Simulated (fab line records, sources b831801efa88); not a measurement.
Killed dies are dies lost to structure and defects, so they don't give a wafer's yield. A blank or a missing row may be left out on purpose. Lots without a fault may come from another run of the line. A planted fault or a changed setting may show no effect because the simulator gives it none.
Which tool did it? | flow sky130 | 11 lots, 33 wafers sampled, at 4 steps of a route of 708

WHAT THE GAUGES READ, wafer by wafer
SKY_FIELD_ISO_CD_MEAS_13: target cd 150 nm.
lot  | measured    | on        | cd_nm (nm)
L216 | day 2 11:20 | cd_sem-02 | 148.1 147.4 147.8
L218 | day 2 13:26 | cd_sem-02 | 146.8 148.9 149.3
L219 | day 2 14:35 | cd_sem-02 | 152.8 152.3 153.0
L220 | day 2 20:57 | cd_sem-02 | 151.1 151.4 151.0
L221 | day 3 06:58 | cd_sem-02 | 148.6 149.2 147.9
L222 | day 3 13:26 | cd_sem-02 | 148.1 148.0 149.2
L223 | day 3 17:21 | cd_sem-01 | 149.2 149.6 149.8
L224 | day 3 22:37 | cd_sem-02 | 148.0 148.1 147.5
L236 | day 6 12:34 | cd_sem-01 | 149.3 148.2 148.3
L238 | day 7 00:40 | cd_sem-02 | 151.3 152.3 151.4
L239 | day 7 06:04 | cd_sem-01 | 149.9 149.1 149.6

SKY_CAPM_OVL_MEAS_12.
lot  | measured     | on         | CAPM_OVL (nm)
L216 | day 37 21:00 | overlay-01 | -2.5 -2.6 1.2
L218 | day 38 02:19 | overlay-02 | 2.5 1.0 1.4
L219 | day 38 06:39 | overlay-02 | -0.6 0.8 0.2
L220 | day 38 10:41 | overlay-02 | 1.3 0.4 -0.4
L221 | day 39 03:27 | overlay-02 | 1.8 0.3 -0.1
L222 | day 39 07:10 | overlay-01 | 1.6 1.0 2.3
L223 | day 39 17:01 | overlay-02 | 0.8 1.6 1.1
L224 | day 39 17:37 | overlay-02 | 0.3 -1.9 0.2
L236 | day 43 01:29 | overlay-01 | -0.4 -1.6 1.1
L238 | day 43 17:26 | overlay-02 | -1.1 -0.6 -0.9
L239 | day 43 23:45 | overlay-02 | -0.8 -2.4 -0.9

SKY_VIA3_CD_MEAS_12: target cd 200 nm.
lot  | measured     | on        | cd_nm (nm)
L216 | day 40 02:14 | cd_sem-02 | 198.4 199.4 200.1
L218 | day 40 06:32 | cd_sem-02 | 199.9 200.7 200.9
L219 | day 40 10:10 | cd_sem-02 | 201.9 202.2 203.7
L220 | day 40 14:13 | cd_sem-01 | 197.7 197.3 197.3
L221 | day 41 06:20 | cd_sem-01 | 199.8 199.9 199.2
L222 | day 41 10:50 | cd_sem-01 | 201.0 201.0 200.7
L223 | day 41 19:29 | cd_sem-01 | 178.8 196.5 197.1 178.9 196.6 196.7
L224 | day 41 20:38 | cd_sem-01 | 179.3 198.1 198.8 179.0 197.4 198.9
L236 | day 44 22:50 | cd_sem-02 | 201.9 200.8 200.7
L238 | day 45 15:35 | cd_sem-01 | 195.7 197.4 197.4
L239 | day 45 21:42 | cd_sem-02 | 201.0 200.4 200.1

WHICH TOOL RAN EACH LOT (tool, then ch and the chambers of the sampled wafers, then the start)
lot  | SKY_VIA3_EXPOSE_09
L216 | krf_scanner-01 ch 0, day 39 14:11
L218 | krf_scanner-01 ch 0, day 39 18:28
L219 | krf_scanner-01 ch 0, day 39 22:11
L220 | krf_scanner-01 ch 0, day 40 01:50
L221 | krf_scanner-01 ch 0, day 40 19:10
L222 | krf_scanner-01 ch 0, day 40 23:24
L223 | krf_scanner-01 ch 0, day 41 07:31
L224 | krf_scanner-01 ch 0, day 41 08:44
L236 | krf_scanner-02 ch 0, day 44 13:09
L238 | krf_scanner-02 ch 0, day 45 04:54
L239 | krf_scanner-01 ch 0, day 45 10:55
- SKY_VIA3_EXPOSE_09: exposes mask VIM3, target cd 200 nm.

WHAT THE TOOLS THEMSELVES READ (means of the sampled wafers that have a number; where no wafer has one, the mark that the record gives instead)
SKY_VIA3_EXPOSE_09.
lot  | tool           | exposure_dose_mJ_cm2
L216 | krf_scanner-01 | 38.01
L218 | krf_scanner-01 | 37.98
L219 | krf_scanner-01 | 38.05
L220 | krf_scanner-01 | 38.00
L221 | krf_scanner-01 | 37.97
L222 | krf_scanner-01 | 37.94
L223 | krf_scanner-01 | 37.96
L224 | krf_scanner-01 | 37.95
L236 | krf_scanner-02 | 37.96
L238 | krf_scanner-02 | 37.87
L239 | krf_scanner-01 | 37.96

THE ANSWER, worked out from the rows above alone
Rule: what is usual is taken from the lots themselves. Put in order of their means at a reading, lots are off if they are a third of the lots or fewer, leave a main group of 4 or more, and stand apart from it by a gap of 3 or more times the standard deviation of the main group's means; of several such gaps the widest counts. A main group whose means are all the same, to the digits that the tables above print for the reading, isn't used. A lot without any number at a reading at which 4 lots or more have one is off too. The other lots that the step has rows for count as sound. The gauges are gone through in route order, then the tools' own readings, and for those a lot's mean is taken as printed above. The first step at which some lot is off is used, and at that step the reading that is off furthest; a lot without a number counts as furthest.
No lot is off at any reading shown: from this, nothing can be told.

WHAT THE SIMULATOR HAD PUT IN
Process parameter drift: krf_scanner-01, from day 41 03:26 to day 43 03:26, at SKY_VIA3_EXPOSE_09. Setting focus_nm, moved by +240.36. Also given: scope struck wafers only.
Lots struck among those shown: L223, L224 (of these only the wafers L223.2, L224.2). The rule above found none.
